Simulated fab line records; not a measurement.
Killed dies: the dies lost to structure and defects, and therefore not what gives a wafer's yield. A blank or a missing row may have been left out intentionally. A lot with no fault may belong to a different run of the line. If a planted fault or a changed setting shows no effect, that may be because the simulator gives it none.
Comparing a struck lot with a sound one | flow sky130 | 16 steps out of a route of 708
Sound: these wafers, L663.1, L663.5, L663.6. The struck wafers were L655.1, L655.2, L655.3. Last of all comes the cause.
For every step that has rows: the tool of each side, followed by ch and its chambers, followed by its first start. Under that, the readings that differ: sound wafers | struck wafers | difference of the means | sigmas: that difference in standard deviations of wafers without a fault.
alike: same words and numbers on both sides, and readings whose means sit less than 2 such deviations apart. not compared: any withheld reading, any reading some wafer has no value for, any bound like >300 that may hide the same value, and any number with overlapping values for which the record gives no deviation.
The two part at a step that has a row with sigmas, a row that says differs or no value, or rows on one side only. Numbers that have no deviation but don't overlap get no sigmas and don't part them. Lack of a reading on every wafer of one side parts them only where that side has two or more wafers.

first, 3 steps without rows for these wafers: SKY_SONOS_TUNNEL_EXPOSE_04 (exposes mask TUNM, target cd 410 nm); SKY_SONOS_TUNNEL_PEB_05; SKY_SONOS_TUNNEL_DEVELOP_06 (develop time 60 s).
SKY_SONOS_TUNNEL_CD_MEAS_07: the cd target is 410 nm.
  sound: cd sem-01 at day 18 11:10; struck: cd sem-02 at day 15 08:01
  alike: cd nm
SKY_SONOS_TUNNEL_OVL_MEAS_08:
  sound: overlay-02 at day 18 11:17; struck: overlay-01 at day 15 08:08
  alike: SONOS_TUNNEL_OVL
then, 3 steps without rows for these wafers: SKY_SONOS_TUNNEL_IMPLANT_09; SKY_SONOS_TUNNEL_WET_ETCH_10 (etches SiO2 in dHF, target depth 14 nm, time 280 s); SKY_SONOS_TUNNEL_STRIP_11 (strips in SPM, time 600 s).
SKY_SONOS_TUNNEL_TW_MEAS_12:
  sound: film metro-04 at day 18 11:44; struck: film metro-02 at day 15 08:36
  alike: SONOS_TUNNEL_TW
then, 2 steps without rows for these wafers: SKY_SONOS_TUNNEL_CLEAN_13 (cleans in dHF, time 20 s); SKY_SONOS_ONO_OXIDATION_00 (stabilise 600 s, purge 300 s, target thk 2.6 nm).
SKY_SONOS_ONO_THK_MEAS_01:
  sound: film metro-03 at day 18 18:09; struck: film metro-03 at day 15 10:01
  alike: SONOS_ONO_OXIDATION_THK
SKY_SONOS_ONO_CVD_02: deposits Si3N4 from DCS/NH3, target thk 10.5 nm, time 180 s.
  sound on lpcvd-02 ch 0, day 18 18:13; struck on lpcvd-02 ch 1, day 15 10:05
  reading                                     | sound             | struck            | difference | sigmas
  model.Si3N4_of_SONOS_ONO_CVD_02.thk nm (nm) | 10.42 10.36 10.45 | 9.792 9.746 9.762 | -0.643     |
SKY_SONOS_ONO_THK_MEAS_03:
  sound: film metro-01 at day 18 19:16; struck: film metro-01 at day 15 11:08
  reading                   | sound             | struck         | difference | sigmas
  SONOS_ONO_CVD_02_THK (nm) | 10.44 10.35 10.47 | 9.76 9.74 9.76 | -0.67      | -5
then, 1 step without rows for these wafers: SKY_SONOS_ONO_CVD_04 (deposits SiO2 from SiH4/N2O, target thk 5.7199 nm).
-- here the record skips 33 days between the struck wafers' starts before and after, leaving off in module SONOS_ONO and picking up in module PAD_OPEN (first step shown: number 708 of the route) --
SKY_PAD_OPEN_PROBE_99:
  sound: prober-01 at day 50 15:20; struck: prober-02 at day 48 21:08
  reading                               | sound                | struck               | difference | sigmas
  model.etest.cap ono.gate log10 a cm2  | -8.048 -8.057 -7.98  | -7.71 -7.926 -7.837  | +0.20      |
  model.etest.cap ono.tox acc nm (nm)   | 13.03 12.99 12.99    | 12.76 12.81 12.78    | -0.22      |
  model.etest.sonos programmed.vt v (V) | 1.393 1.409 1.413    | 1.551 1.535 1.543    | +0.138     |
  model.etest.sonos erased.vt v (V)     | -2.276 -2.219 -2.253 | -2.338 -2.287 -2.333 | -0.070     |
  model.etest.sonos baked.vt v (V)      | 0.8441 0.8884 0.9112 | 1.049 1.015 1.007    | +0.142     |
  alike: killed_at_M0_to_M3, killed_at_M4_up, killed at contacts, killed at front end, killed at other, killed dies, killed open, killed short
  not compared: model.etest.sonos baked.vt less v

## WHERE THEY PART
SKY_SONOS_ONO_THK_MEAS_03 only, going by this record. Later steps at which nothing parts them and some readings are alike: SKY_PAD_OPEN_PROBE_99.

WHY: what the simulator had put in
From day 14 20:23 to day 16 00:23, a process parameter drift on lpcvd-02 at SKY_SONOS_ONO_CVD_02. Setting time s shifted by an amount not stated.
